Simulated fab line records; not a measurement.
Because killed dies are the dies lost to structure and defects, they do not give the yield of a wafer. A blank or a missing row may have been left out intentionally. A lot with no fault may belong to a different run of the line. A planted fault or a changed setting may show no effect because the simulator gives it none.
Matching of chambers | flow gf180mcu | GF_V5_CVD_02 on pecvd-04: 3 sister chambers
The step deposits SiO2 from TEOS, target thk 1450 nm, time 163.28 s. 3 wafers are shown with their chamber, then 7 later ones without.

## EACH WAFER AND ITS CHAMBER
wafer  | chamber | heater power w (W)
L441.3 | 2       | 551
L443.2 | 1       | 530
L443.3 | 0       | 665

## WAFERS WITHOUT THEIR CHAMBER
wafer  | heater power w (W)
L443.6 | 595
L444.1 | 746
L444.4 | 516
L444.6 | 631
L445.2 | 666
L445.5 | 515
L445.6 | 641

## WHICH CHAMBER EACH WENT THROUGH
wafer  | from the rows above          | in truth
L443.6 | can't be placed: 2 or 1 or 0 | 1
L444.1 | 0                            | 0
L444.4 | can't be placed: 1 or 2      | 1
L444.6 | can't be placed: 0 or 2 or 1 | 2
L445.2 | 0                            | 0
L445.5 | can't be placed: 1 or 2      | 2
L445.6 | can't be placed: 0 or 2      | 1
Placed correctly: 2 of 7. These rows do not allow placing 5 (true chamber among the candidates in 4). Placed wrongly: 0.
How it was worked out, from the rows above alone: a wafer's distance from a chamber is the root of the sum, over the readings, of the square of ((its reading less the chamber's mean) divided by the reading's scatter). If the next closest chamber is less than 2 further off than the closest, the wafer can't be placed; otherwise it belongs to the closest. A chamber's mean is the mean of its shown wafers. The scatter (one wafer shown for each chamber): square how far every hidden wafer sits from the nearest shown wafer, average those squares and take the square root.
